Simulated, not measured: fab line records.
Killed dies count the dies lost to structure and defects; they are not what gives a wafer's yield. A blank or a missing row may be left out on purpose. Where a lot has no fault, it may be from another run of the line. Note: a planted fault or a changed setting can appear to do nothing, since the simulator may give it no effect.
Which tool is to blame? | flow gf180mcu | 13 lots, 39 wafers sampled, at 1 step of a route of 602

WHAT THE GAUGES READ, wafer by wafer
GF_DUAL_GATE_OVL_MEAS_11. Usual: for DUAL_GATE_OVL the level is -0.4 nm and the standard deviation is 1.5.
lot  | measured     | on         | DUAL_GATE_OVL (nm) | flag
L268 | day 8 08:01  | overlay-02 | -0.5 -1.2 -0.3     |
L269 | day 8 16:55  | overlay-01 | 2.7 1.6 1.0        |
L273 | day 10 01:19 | overlay-02 | -0.8 1.1 -0.6      |
L275 | day 10 09:22 | overlay-01 | 1.5 -1.5 -0.9      |
L276 | day 10 14:13 | overlay-02 | -2.8 -0.8 -1.8     |
L282 | day 12 09:10 | overlay-02 | -2.6 -2.2 -2.9     |
L283 | day 12 18:04 | overlay-01 | 0.4 0.3 2.9        |
L284 | day 13 01:35 | overlay-02 | 0.5 0.6 -1.0       |
L286 | day 13 13:40 | overlay-02 | 0.3 -1.1 0.0       |
L287 | day 14 01:02 | overlay-02 | -0.2 -0.6 -0.1     |
L288 | day 14 05:01 | overlay-02 | -0.8 -0.3 0.1      |
L289 | day 14 09:41 | overlay-01 | 2.6 0.0 0.4        |
L290 | day 14 18:40 | overlay-02 | -2.3 -1.7 -2.0     |

EACH LOT AND THE TOOL THAT RAN IT (in order: tool; ch and the chambers of the sampled wafers; start)
Record: no process step prior to these readings.

WHAT THE TOOLS THEMSELVES READ (means of the sampled wafers that have a number; where no wafer has one, the mark that the record gives instead)
The record holds no such reading with a usual standard deviation.

THE ANSWER, worked out from the rows above alone
Rule: take the mean of a lot's wafers that have a number; if it is more than 3 standard deviations from the usual mean, the lot is off. A lot without any number at a reading at which 4 lots or more have one is off too. Any other lot the step has rows for is counted as sound. The gauges are gone through in route order, then the tools' own readings, and for those a lot's mean is taken as printed above. At the first step where some lot is off, the reading lying furthest off is the one used; lots without a number count as furthest.
Nothing can be told from this: no lot is off at any reading shown.

WHAT THE SIMULATOR HAD PUT IN
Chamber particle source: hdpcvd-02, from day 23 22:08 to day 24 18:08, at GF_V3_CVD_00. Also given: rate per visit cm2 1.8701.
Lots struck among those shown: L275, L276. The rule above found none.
